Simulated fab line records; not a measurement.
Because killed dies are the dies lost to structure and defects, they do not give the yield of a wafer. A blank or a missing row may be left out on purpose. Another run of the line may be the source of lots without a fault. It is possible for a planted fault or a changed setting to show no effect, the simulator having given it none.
fab line records + flow gf180mcu
record
- lots=6
- wafers=18
- last_day=34
route steps=602 shown CONTACT@314 M1@315
lots untouched by any fault: they come from a run of this same line in which no faults occurred
start_h: start of the lot's first displayed wafer, in hours after the record's first day + wait_h: hours from the lot's prior step to this one + " the same as in the row above + L1.1+2: a row that stands for several wafers + - no value, or no start given + * or withheld: withheld + < > ~ a bound
route shown NAME@n: names a module that has steps shown in the file, with the first one's number in the route + usual: mean/standard deviation taken from wafers without a fault + same: alike in all rows + chamber/n: place in a boat + sites: readings site by site + _std_site: standard deviation of those values + _edge_site: inner sites' mean taken away from outer sites' mean + radius_mm: for every site, how far away it sits from the centre of the wafer + mask NAME#n: copy n + behind: the most recent tool/chamber to have shaped the wafer + hold: the reason the lot was held/the length of the hold in hours/how it ended + device: whichever transistor did not switch (one of n, p or np) + end of line: tests of these same wafers at the route's end + where a step has no rows: the recipe by itself + killed: the dies lost at the first sort to structure and to defects; this is not the yield of the wafer + map: the dies of a wafer, with x for killed, . for not killed, _ for no die there
set.NAME: the setting as run; set.NAME@STEP: as run at that earlier step + model.NAME: the simulator's own value behind a step, which no gauge read
certain route steps with their lots: each step a table, each wafer a row
services: a tool's chamber out of use, with start hour (start_h, from the record's first day; less than 0 if before it), hours out, and reason
## steps
# step GF_CONTACT_CMP_27
# recipe
- stop_on=SiO2
- down_force_psi=3.5
- platen_rpm=60
- t_overpolish_s=15
- target_thk_nm=0
- pad_velocity_m_s=0.94248
# usual
- motor_current_A=11.1/1.4
- overpolish_run_s=15.000/0.0084
- time_to_endpoint_s=73.1/2.9
| lot.wafer | tool   | chamber | start_h | wait_h | motor_current_A | overpolish_run_s | time_to_endpoint_s |
|-----------|--------|---------|---------|--------|-----------------|------------------|--------------------|
| L838.2    | cmp-01 | 1       | 436.23  | 0.1    | 9.1             | 15.003           | 72.4               |
| L838.5    | "      | 3       | "       | "      | 11.1            | 14.981           | 71.4               |
| L838.6    | "      | 0       | "       | "      | 9.7             | 15.011           | 69.4               |
| L843.2    | cmp-01 | 2       | 481.53  | 0.1    | 12.8            | 14.993           | 74.1               |
| L843.5    | "      | 0       | "       | "      | 9.6             | 14.998           | 69.6               |
| L843.6    | "      | 1       | "       | "      | 8.9             | 14.982           | 76.3               |
| L845.2    | cmp-01 | 1       | 496.46  | 0.1    | 8.9             | 15.004           | 71.3               |
| L845.1    | "      | 3       | "       | "      | 10.4            | 15.005           | 75.1               |
| L845.5    | "      | 0       | "       | "      | 9.9             | 14.990           | 71.3               |
| L846.2    | cmp-01 | 2       | 501.87  | 0.0    | 12.9            | 14.996           | 77.6               |
| L846.3    | "      | 0       | "       | "      | 10.0            | 14.990           | 74.7               |
| L846.4    | "      | 1       | "       | "      | 9.0             | 15.010           | 76.9               |
| L847.2    | cmp-01 | 1       | 511.98  | 0.2    | 9.5             | 14.999           | 77.5               |
| L847.6    | "      | 2       | "       | "      | 13.1            | 14.999           | 74.3               |
| L847.5    | "      | 3       | "       | "      | 10.7            | 15.002           | 76.4               |
| L853.2    | cmp-01 | 0       | 558.62  | 0.1    | 10.0            | 15.000           | 68.2               |
| L853.1    | "      | 1       | "       | "      | 9.5             | 15.008           | 68.1               |
| L853.6    | "      | 3       | "       | "      | 10.8            | 14.997           | 72.0               |
# step GF_M1_SPUTTER_00
# recipe
- material=Ti
- target_thk_nm=37.5
- arriving_ion_energy_ev=80
- substrate_temp_c=200
- chamber_pressure_pa=2
- power_w=4000
- time_s=150
# usual
- throttle_valve_pct=29.9/0.95
| lot.wafer | tool           | chamber | start_h | wait_h | throttle_valve_pct |
|-----------|----------------|---------|---------|--------|--------------------|
| L838.2    | pvd_sputter-02 | -       | 436.43  | 0.1    | 29.3               |
| L838.5    | "              | -       | "       | "      | 31.1               |
| L838.6    | "              | -       | "       | "      | 28.9               |
| L843.2    | pvd_sputter-01 | -       | 481.73  | 0.1    | 29.9               |
| L843.5    | "              | -       | "       | "      | 30.1               |
| L843.6    | "              | -       | "       | "      | 30.2               |
| L845.1    | pvd_sputter-04 | -       | 496.71  | 0.1    | 28.9               |
| L845.2    | "              | -       | "       | "      | 29.7               |
| L845.5    | "              | -       | "       | "      | 29.0               |
| L846.2    | pvd_sputter-04 | -       | 502.17  | 0.2    | 29.2               |
| L846.3    | "              | -       | "       | "      | 29.1               |
| L846.4    | "              | -       | "       | "      | 29.4               |
| L847.2    | pvd_sputter-04 | -       | 512.13  | 0.1    | 29.7               |
| L847.5    | "              | -       | "       | "      | 29.5               |
| L847.6    | "              | -       | "       | "      | 28.9               |
| L853.1    | pvd_sputter-02 | -       | 558.87  | 0.1    | 29.3               |
| L853.2    | "              | -       | "       | "      | 31.5               |
| L853.6    | "              | -       | "       | "      | 29.4               |
# step GF_M1_SPUTTER_01
# recipe
- material=TiN
- target_thk_nm=30
- power_w=6500
- time_s=25
- chamber_pressure_pa=0.4
# step GF_M1_SPUTTER_02
# recipe
- material=AlCu
- target_thk_nm=450
- power_w=10600
- time_s=23.9
- chamber_pressure_pa=0.4
# usual
- throttle_valve_pct=30.0/0.94
| lot.wafer | tool           | chamber | start_h | wait_h | throttle_valve_pct |
|-----------|----------------|---------|---------|--------|--------------------|
| L838.2    | pvd_sputter-02 | -       | 436.56  | 0.0    | 29.1               |
| L838.5    | "              | -       | "       | "      | 31.3               |
| L838.6    | "              | -       | "       | "      | 28.9               |
| L843.2    | pvd_sputter-01 | -       | 481.86  | 0.0    | 29.7               |
| L843.5    | "              | -       | "       | "      | 30.1               |
| L843.6    | "              | -       | "       | "      | 30.3               |
| L845.1    | pvd_sputter-04 | -       | 496.84  | 0.0    | 28.8               |
| L845.2    | "              | -       | "       | "      | 29.3               |
| L845.5    | "              | -       | "       | "      | 29.3               |
| L846.2    | pvd_sputter-04 | -       | 502.30  | 0.0    | 29.2               |
| L846.3    | "              | -       | "       | "      | 28.7               |
| L846.4    | "              | -       | "       | "      | 29.4               |
| L847.2    | pvd_sputter-04 | -       | 512.26  | 0.0    | 29.3               |
| L847.5    | "              | -       | "       | "      | 29.5               |
| L847.6    | "              | -       | "       | "      | 29.0               |
| L853.1    | pvd_sputter-02 | -       | 559.00  | 0.0    | 29.4               |
| L853.2    | "              | -       | "       | "      | 31.3               |
| L853.6    | "              | -       | "       | "      | 29.3               |
# step GF_M1_SPUTTER_03
# recipe
- material=Ti
- target_thk_nm=10
- substrate_temp_c=300
- chamber_pressure_pa=0.3
- power_w=3000
- time_s=6.7
# usual
- throttle_valve_pct=29.9/0.94
| lot.wafer | tool           | chamber | start_h | wait_h | throttle_valve_pct |
|-----------|----------------|---------|---------|--------|--------------------|
| L838.2    | pvd_sputter-02 | -       | 436.59  | 0.0    | 29.2               |
| L838.5    | "              | -       | "       | "      | 31.5               |
| L838.6    | "              | -       | "       | "      | 29.5               |
| L843.2    | pvd_sputter-01 | -       | 481.89  | 0.0    | 30.0               |
| L843.5    | "              | -       | "       | "      | 30.2               |
| L843.6    | "              | -       | "       | "      | 30.5               |
| L845.1    | pvd_sputter-04 | -       | 496.87  | 0.0    | 29.1               |
| L845.2    | "              | -       | "       | "      | 29.2               |
| L845.5    | "              | -       | "       | "      | 29.1               |
| L846.2    | pvd_sputter-04 | -       | 502.33  | 0.0    | 29.7               |
| L846.3    | "              | -       | "       | "      | 28.9               |
| L846.4    | "              | -       | "       | "      | 29.3               |
| L847.2    | pvd_sputter-04 | -       | 512.29  | 0.0    | 29.4               |
| L847.5    | "              | -       | "       | "      | 29.3               |
| L847.6    | "              | -       | "       | "      | 29.2               |
| L853.1    | pvd_sputter-02 | -       | 559.03  | 0.0    | 29.3               |
| L853.2    | "              | -       | "       | "      | 31.3               |
| L853.6    | "              | -       | "       | "      | 29.3               |
# step GF_M1_SPUTTER_04
# recipe
- material=TiN
- target_thk_nm=50
- power_w=6500
- time_s=41.7
- chamber_pressure_pa=0.4
# usual
- throttle_valve_pct=30.0/0.95
| lot.wafer | tool           | chamber | start_h | wait_h | throttle_valve_pct |
|-----------|----------------|---------|---------|--------|--------------------|
| L838.2    | pvd_sputter-02 | -       | 436.61  | 0.0    | 29.4               |
| L838.5    | "              | -       | "       | "      | 31.1               |
| L838.6    | "              | -       | "       | "      | 29.4               |
| L843.2    | pvd_sputter-01 | -       | 481.91  | 0.0    | 30.1               |
| L843.5    | "              | -       | "       | "      | 30.2               |
| L843.6    | "              | -       | "       | "      | 30.4               |
| L845.1    | pvd_sputter-04 | -       | 496.89  | 0.0    | 29.0               |
| L845.2    | "              | -       | "       | "      | 29.3               |
| L845.5    | "              | -       | "       | "      | 29.2               |
| L846.2    | pvd_sputter-04 | -       | 502.35  | 0.0    | 29.1               |
| L846.3    | "              | -       | "       | "      | 29.1               |
| L846.4    | "              | -       | "       | "      | 29.5               |
| L847.2    | pvd_sputter-04 | -       | 512.31  | 0.0    | 29.5               |
| L847.5    | "              | -       | "       | "      | 29.4               |
| L847.6    | "              | -       | "       | "      | 29.0               |
| L853.1    | pvd_sputter-02 | -       | 559.05  | 0.0    | 29.2               |
| L853.2    | "              | -       | "       | "      | 31.3               |
| L853.6    | "              | -       | "       | "      | 29.3               |
# step GF_M1_RS_MEAS_05
# recipe
- thk_meas_gauge=four-point-probe
- reads=TiN_of_M1_SPUTTER_04+Ti_of_M1_SPUTTER_03+AlCu_of_M1_SPUTTER_02+TiN_of_M1_SPUTTER_01+Ti_of_M1_SPUTTER_00
# usual
- M1_ALCU_RS=0.0697/0.00085
| lot.wafer | tool          | chamber | start_h | wait_h | M1_ALCU_RS[ohm/sq] |
|-----------|---------------|---------|---------|--------|--------------------|
| L838.2    | film_metro-04 | -       | 436.67  | 0.0    | 0.0712             |
| L838.5    | "             | -       | "       | "      | 0.0713             |
| L838.6    | "             | -       | "       | "      | 0.0717             |
| L843.2    | film_metro-04 | -       | 481.97  | 0.0    | 0.0686             |
| L843.5    | "             | -       | "       | "      | 0.0698             |
| L843.6    | "             | -       | "       | "      | 0.0697             |
| L845.1    | film_metro-02 | -       | 496.93  | 0.0    | 0.0695             |
| L845.2    | "             | -       | "       | "      | 0.0693             |
| L845.5    | "             | -       | "       | "      | 0.0701             |
| L846.2    | film_metro-02 | -       | 502.41  | 0.0    | 0.0712             |
| L846.3    | "             | -       | "       | "      | 0.0705             |
| L846.4    | "             | -       | "       | "      | 0.0721             |
| L847.2    | film_metro-02 | -       | 512.37  | 0.0    | 0.0690             |
| L847.5    | "             | -       | "       | "      | 0.0692             |
| L847.6    | "             | -       | "       | "      | 0.0691             |
| L853.1    | film_metro-01 | -       | 559.09  | 0.0    | 0.0701             |
| L853.2    | "             | -       | "       | "      | 0.0701             |
| L853.6    | "             | -       | "       | "      | 0.0701             |
# step GF_M1_THK_MEAS_06
# recipe
- thk_meas_gauge=xrf
- reads=AlCu_of_M1_SPUTTER_02
# usual
- M1_ALCU_THK=447/6.1
| lot.wafer | tool          | chamber | start_h | wait_h | M1_ALCU_THK[nm] |
|-----------|---------------|---------|---------|--------|-----------------|
| L838.2    | film_metro-04 | -       | 436.78  | 0.1    | 439             |
| L838.5    | "             | -       | "       | "      | 440             |
| L838.6    | "             | -       | "       | "      | 439             |
| L843.2    | film_metro-04 | -       | 482.08  | 0.1    | 458             |
| L843.5    | "             | -       | "       | "      | 446             |
| L843.6    | "             | -       | "       | "      | 447             |
| L845.1    | film_metro-02 | -       | 497.05  | 0.1    | 446             |
| L845.2    | "             | -       | "       | "      | 448             |
| L845.5    | "             | -       | "       | "      | 444             |
| L846.2    | film_metro-02 | -       | 502.52  | 0.1    | 438             |
| L846.3    | "             | -       | "       | "      | 443             |
| L846.4    | "             | -       | "       | "      | 433             |
| L847.2    | film_metro-02 | -       | 512.48  | 0.1    | 449             |
| L847.5    | "             | -       | "       | "      | 450             |
| L847.6    | "             | -       | "       | "      | 449             |
| L853.1    | film_metro-01 | -       | 559.21  | 0.1    | 446             |
| L853.2    | "             | -       | "       | "      | 446             |
| L853.6    | "             | -       | "       | "      | 449             |
# step GF_M1_DEHYDRATE_07
# recipe
- temp_c=200
- time_s=60
# step GF_M1_HMDS_08
# recipe
- prime_time_s=60
- prime_temp_c=120
# step GF_M1_COAT_09
# recipe
- resist=KrF
- spin_rpm=withheld
- resist_thk_nm=1000
# step GF_M1_SOFTBAKE_10
# recipe
- temp_c=130
- time_s=60
- resist=KrF
# step GF_M1_EXPOSE_11
# recipe
- mask_id=Metal1
- target_cd_nm=230
- na=0.68
- source_shape=conventional
- sigma_outer=0.6
- dose_mj=28
# usual
- exposure_dose_mJ_cm2=27.98/0.031
- focus_offset_nm=-0.1/0.53
| lot.wafer | tool           | chamber | start_h | wait_h | mask     | exposure_dose_mJ_cm2 | focus_offset_nm |
|-----------|----------------|---------|---------|--------|----------|----------------------|-----------------|
| L838.2    | krf_scanner-01 | 0       | 449.62  | -      | Metal1#0 | 27.96                | 0.3             |
| L838.5    | "              | 0       | "       | "      | Metal1#0 | 27.98                | 0.4             |
| L838.6    | "              | 0       | "       | "      | Metal1#0 | 27.93                | -0.2            |
| L843.2    | krf_scanner-02 | 0       | 493.75  | -      | Metal1#0 | 28.00                | 0.5             |
| L843.5    | "              | 0       | "       | "      | Metal1#0 | 27.99                | -0.4            |
| L843.6    | "              | 0       | "       | "      | Metal1#0 | 27.97                | -0.2            |
| L845.1    | krf_scanner-01 | 0       | 508.87  | -      | Metal1#0 | 27.96                | -0.7            |
| L845.2    | "              | 0       | "       | "      | Metal1#0 | 27.98                | -0.2            |
| L845.5    | "              | 0       | "       | "      | Metal1#0 | 27.95                | -0.5            |
| L846.2    | krf_scanner-01 | -       | 513.76  | -      | Metal1#0 | -                    | -               |
| L846.3    | "              | -       | "       | "      | Metal1#0 | -                    | -               |
| L846.4    | "              | -       | "       | "      | Metal1#0 | -                    | -               |
| L847.2    | krf_scanner-02 | -       | 524.68  | -      | Metal1#0 | -                    | -               |
| L847.5    | "              | -       | "       | "      | Metal1#0 | -                    | -               |
| L847.6    | "              | -       | "       | "      | Metal1#0 | -                    | -               |
| L853.1    | krf_scanner-02 | 0       | 570.03  | -      | Metal1#0 | 28.01                | -0.1            |
| L853.2    | "              | 0       | "       | "      | Metal1#0 | 28.00                | -0.2            |
| L853.6    | "              | 0       | "       | "      | Metal1#0 | 28.03                | 0.1             |
# step GF_M1_PEB_12
# recipe
- peb_temp_c=135
- peb_time_s=90
- resist=KrF
## services
| tool           | chamber | start_h | hours | kind        |
|----------------|---------|---------|-------|-------------|
| krf_scanner-01 | -       | 425.12  | 4.0   | pm          |
| cmp-01         | -       | 429.51  | 0.3   | repair      |
| krf_scanner-01 | -       | 430.94  | 0.2   | repair      |
| krf_scanner-02 | -       | 432.83  | 1.0   | pm          |
| krf_scanner-02 | -       | 442.43  | 2.8   | repair      |
| cmp-01         | -       | 464.35  | 2.3   | repair      |
| krf_scanner-02 | -       | 473.48  | 0.8   | pm          |
| krf_scanner-02 | 0       | 474.85  | -     | calibration |
| krf_scanner-02 | -       | 492.27  | 1.3   | pm          |
| pvd_sputter-02 | -       | 508.38  | 1.9   | repair      |
| krf_scanner-01 | -       | 509.24  | 1.3   | pm          |
| krf_scanner-01 | -       | 520.78  | 1.0   | pm          |
| krf_scanner-01 | -       | 521.86  | 1.7   | repair      |
| pvd_sputter-04 | -       | 528.02  | 3.0   | repair      |
| krf_scanner-01 | -       | 532.37  | 0.8   | repair      |
## key
first_sign
- step=GF_M1_EXPOSE_11
- reading=tool_record
- direction=missing
effect none on later readings
met_at GF_M1_EXPOSE_11
struck_wafers L846.2,L846.3,L846.4,L847.2,L847.5,L847.6
later_rows_left_out L846.2,L846.3,L846.4,L847.2,L847.5,L847.6
sort_left_out L846.2,L846.3,L846.4,L847.2,L847.5,L847.6
onset_between 508.87 513.76
fault
- kind=skipped_step_whole
- tool=krf_scanner-01,krf_scanner-02
- chamber=-
- onset_h=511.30
- steps=GF_M1_EXPOSE_11
- scope=struck_lots_only
# sort_left_out: the simulated sort isn't trusted on such a fault, so these wafers' sort isn't shown, and their yield isn't known
# later_rows_left_out: the simulator's readings of these wafers behind a module that went badly wrong aren't trusted and aren't shown, but for the sort
